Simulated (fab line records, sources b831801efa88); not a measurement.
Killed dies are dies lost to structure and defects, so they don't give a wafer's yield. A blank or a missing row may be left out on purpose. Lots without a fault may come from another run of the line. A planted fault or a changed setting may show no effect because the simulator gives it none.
Which tool did it? | flow sky130 | 11 lots, 33 wafers sampled, at 6 steps of a route of 708

WHAT THE GAUGES READ, wafer by wafer
SKY_NWELL_TW_MEAS_15. Usual: NWELL_TW 1820, standard deviation 9.2.
lot  | measured     | on            | NWELL_TW       | flag
L999 | day 4 17:16  | film_metro-03 | 1822 1834 1837 |
L103 | day 5 15:58  | film_metro-03 | 1822 1822 1813 |
L104 | day 5 19:44  | film_metro-03 | 1820 1814 1818 |
L105 | day 6 06:44  | film_metro-04 | 1823 1823 1828 |
L107 | day 6 16:52  | film_metro-03 | 1809 1818 1819 |
L109 | day 7 09:23  | film_metro-04 | 1836 1823 1825 |
L113 | day 8 05:58  | film_metro-04 | 1826 1824 1826 |
L116 | day 9 01:17  | film_metro-02 | 1602 1602 1605 | OFF
L117 | day 9 09:22  | film_metro-03 | 1624 1626 1618 | OFF
L118 | day 9 11:19  | film_metro-03 | 1828 1831 1823 |
L121 | day 10 03:50 | film_metro-04 | 1822 1821 1822 |

SKY_NWELL_RS_MEAS_29: measures by four-point-probe. Usual: NWELL_RS 625.0 ohm/sq, standard deviation 1.6.
lot  | measured     | on            | NWELL_RS (ohm/sq) | flag
L999 | day 5 11:42  | film_metro-02 | 623.2 623.1 624.4 |
L103 | day 6 11:09  | film_metro-02 | 626.2 626.8 628.5 |
L104 | day 6 14:35  | film_metro-02 | 624.0 624.6 624.4 |
L105 | day 7 01:15  | film_metro-02 | 624.6 626.0 625.0 |
L107 | day 7 11:51  | film_metro-02 | 626.4 626.5 626.2 |
L109 | day 8 05:31  | film_metro-03 | 623.0 624.6 622.7 |
L113 | day 9 02:37  | film_metro-04 | 622.2 621.9 623.2 |
L116 | day 9 23:29  | film_metro-02 | 770.6 770.9 772.9 | OFF
L117 | day 10 08:04 | film_metro-02 | 773.2 770.2 773.9 | OFF
L118 | day 10 09:58 | film_metro-03 | 623.8 624.5 625.7 |
L121 | day 11 02:49 | film_metro-02 | 625.4 626.1 626.7 |

SKY_VT_ADJUST_LVTN_OVL_MEAS_07. Usual: VT_ADJUST_LVTN_OVL -0.8 nm, standard deviation 1.5.
lot  | measured     | on         | VT_ADJUST_LVTN_OVL (nm) | flag
L999 | day 7 00:23  | overlay-02 | -0.8 -2.7 -1.3          |
L103 | day 8 01:34  | overlay-01 | -4.6 -3.6 -4.1          |
L104 | day 8 05:26  | overlay-02 | -0.9 -1.5 -2.3          |
L105 | day 8 17:23  | overlay-02 | -3.4 -1.7 -1.8          |
L107 | day 9 05:37  | overlay-02 | -1.0 -1.3 -0.8          |
L109 | day 9 23:25  | overlay-02 | -0.1 -0.4 1.6           |
L113 | day 10 22:35 | overlay-02 | 0.7 0.8 1.3             |
L116 | day 11 21:20 | overlay-02 | -2.0 -0.8 -0.5          |
L117 | day 12 06:19 | overlay-02 | -1.3 0.8 0.2            |
L118 | day 12 08:50 | overlay-02 | -1.6 -0.9 0.8           |
L121 | day 13 02:23 | overlay-02 | -1.2 -1.1 -0.8          |

WHICH TOOL RAN EACH LOT (tool, then ch and the chambers of the sampled wafers, then the start)
lot  | SKY_FIELD_ISO_ETCH_14             | SKY_FIELD_ISO_ETCH_17           | SKY_NWELL_IMPLANT_11
L999 | rie_diel-03 ch 1,2, day 2 10:10   | rie_si-02 ch 1,2,3, day 2 10:22 | implanter-03 ch 0, day 4 16:44
L103 | rie_diel-03 ch 0,1,2, day 3 05:55 | rie_si-02 ch 1,2,3, day 3 06:07 | implanter-04 ch 0, day 5 15:26
L104 | rie_diel-04 ch 0,1,2, day 3 10:40 | rie_si-01 ch 0,1,3, day 3 10:52 | implanter-03 ch 0, day 5 19:11
L105 | rie_diel-04 ch 1,2,3, day 3 17:38 | rie_si-02 ch 1,2, day 3 17:50   | implanter-04 ch 0, day 6 06:12
L107 | rie_diel-01 ch 2,3, day 4 03:59   | rie_si-02 ch 0,2, day 4 04:11   | implanter-02 ch 0, day 6 16:20
L109 | rie_diel-01 ch 0,1, day 4 12:56   | rie_si-02 ch 0,2,3, day 4 13:08 | implanter-03 ch 0, day 7 08:49
L113 | rie_diel-04 ch 1,3, day 5 11:55   | rie_si-01 ch 0,2,3, day 5 12:06 | implanter-04 ch 0, day 8 05:27
L116 | rie_diel-01 ch 0,2, day 6 02:19   | rie_si-02 ch 1,2,3, day 6 02:30 | implanter-03 ch 0, day 9 00:46
L117 | rie_diel-01 ch 1,3, day 6 10:32   | rie_si-01 ch 0,1,3, day 6 10:44 | implanter-03 ch 0, day 9 08:49
L118 | rie_diel-04 ch 1,2,3, day 6 13:52 | rie_si-02 ch 1,2,3, day 6 14:03 | implanter-02 ch 0, day 9 10:48
L121 | rie_diel-03 ch 0,1,2, day 7 04:01 | rie_si-01 ch 0,1,2, day 7 04:13 | implanter-02 ch 0, day 10 03:18
- SKY_FIELD_ISO_ETCH_14: etches BARC in N2/H2, stops on SiO2, time 45.9 s, target depth 60 nm.
- SKY_FIELD_ISO_ETCH_17: etches Si in HBr/Cl2/O2, target depth 342 nm, time 97.7 s.
- SKY_NWELL_IMPLANT_11

WHAT THE TOOLS THEMSELVES READ (means of the sampled wafers that have a number; where no wafer has one, the mark that the record gives instead)
SKY_FIELD_ISO_ETCH_14. Usual: drypump_motor_current_A 5.7 A, standard deviation 0.31; oes_product_au 0.855 a.u., standard deviation 0.0047; throttle_valve_pct 13.224 %, standard deviation 0.0095.
lot  | tool        | drypump_motor_current_A (A) | oes_product_au (a.u.) | throttle_valve_pct (%) | flag
L999 | rie_diel-03 | 5.2                         | 0.851                 | 13.219                 |
L103 | rie_diel-03 | 5.3                         | 0.853                 | 13.225                 |
L104 | rie_diel-04 | 5.8                         | 0.850                 | 13.222                 |
L105 | rie_diel-04 | 5.8                         | 0.851                 | 13.217                 |
L107 | rie_diel-01 | 5.9                         | 0.856                 | 13.217                 |
L109 | rie_diel-01 | 5.9                         | 0.855                 | 13.218                 |
L113 | rie_diel-04 | 5.9                         | 0.854                 | 13.224                 |
L116 | rie_diel-01 | 5.7                         | 0.855                 | 13.227                 |
L117 | rie_diel-01 | 5.6                         | 0.857                 | 13.223                 |
L118 | rie_diel-04 | 5.8                         | 0.859                 | 13.222                 |
L121 | rie_diel-03 | 5.3                         | 0.855                 | 13.232                 |

SKY_FIELD_ISO_ETCH_17. Usual: drypump_motor_current_A 5.6 A, standard deviation 0.52; he_backside_leak_sccm 2.67 sccm, standard deviation 0.27; mfc_cl2_sccm 39.99 sccm, standard deviation 0.11; oes_product_au 0.999 a.u., standard deviation 0.0092; throttle_valve_pct 25.658 %, standard deviation 0.011.
lot  | tool      | drypump_motor_current_A (A) | he_backside_leak_sccm (sccm) | mfc_cl2_sccm (sccm) | oes_product_au (a.u.) | throttle_valve_pct (%) | flag
L999 | rie_si-02 | 5.7                         | 2.40                         | 39.96               | 1.003                 | 25.664                 |
L103 | rie_si-02 | 5.7                         | 2.50                         | 40.05               | 0.993                 | 25.660                 |
L104 | rie_si-01 | 5.1                         | 2.65                         | 39.86               | 0.995                 | 25.649                 |
L105 | rie_si-02 | 5.8                         | 2.50                         | 39.93               | 0.994                 | 25.656                 |
L107 | rie_si-02 | 6.0                         | 2.66                         | 39.94               | 0.996                 | 25.652                 |
L109 | rie_si-02 | 5.9                         | 2.55                         | 40.04               | 0.993                 | 25.665                 |
L113 | rie_si-01 | 5.5                         | 2.73                         | 40.10               | 1.007                 | 25.649                 |
L116 | rie_si-02 | 5.7                         | 2.54                         | 39.93               | 0.999                 | 25.654                 |
L117 | rie_si-01 | 5.1                         | 2.66                         | 40.02               | 1.001                 | 25.659                 |
L118 | rie_si-02 | 5.7                         | 2.50                         | 39.98               | 0.997                 | 25.666                 |
L121 | rie_si-01 | 5.6                         | 2.76                         | 40.06               | 0.999                 | 25.652                 |

SKY_NWELL_IMPLANT_11. Usual: dose_ions_cm2 1.9e+13, standard deviation 1.9e+10; faraday_current_uA 107.0, standard deviation 2.1.
lot  | tool         | dose_ions_cm2 | faraday_current_uA | flag
L999 | implanter-03 | 1.9e+13       | 107.6              |
L103 | implanter-04 | 1.9e+13       | 104.9              |
L104 | implanter-03 | 1.9e+13       | 108.8              |
L105 | implanter-04 | 1.9e+13       | 105.5              |
L107 | implanter-02 | 1.9e+13       | 108.7              |
L109 | implanter-03 | 1.9e+13       | 108.3              |
L113 | implanter-04 | 1.9e+13       | 106.5              |
L116 | implanter-03 | 1.3e+13       | 72.3               | OFF
L117 | implanter-03 | 1.3e+13       | 72.5               | OFF
L118 | implanter-02 | 1.9e+13       | 105.6              |
L121 | implanter-02 | 1.9e+13       | 107.9              |

THE ANSWER, worked out from the rows above alone
Rule: a lot is off if the mean of its wafers that have a number lies more than 3 standard deviations from the usual mean. A lot without any number at a reading at which 4 lots or more have one is off too. The other lots that the step has rows for count as sound. The gauges are gone through in route order, then the tools' own readings, and for those a lot's mean is taken as printed above. The first step at which some lot is off is used, and at that step the reading that is off furthest; a lot without a number counts as furthest.
Off: L116, L117, at SKY_NWELL_TW_MEAS_15 (NWELL_TW).
A tool fits if, at a process step before that reading, it ran every lot that is off, and no sound lot after the first of them. The gauges at SKY_NWELL_TW_MEAS_15 aren't tried: what is off there is off at SKY_NWELL_IMPLANT_11 too, on other tools, and a gauge's error can't cause that. Can't be told from this: 2 tools fit, rie_diel-01 at SKY_FIELD_ISO_ETCH_14, implanter-03 at SKY_NWELL_IMPLANT_11.

WHAT THE SIMULATOR HAD PUT IN
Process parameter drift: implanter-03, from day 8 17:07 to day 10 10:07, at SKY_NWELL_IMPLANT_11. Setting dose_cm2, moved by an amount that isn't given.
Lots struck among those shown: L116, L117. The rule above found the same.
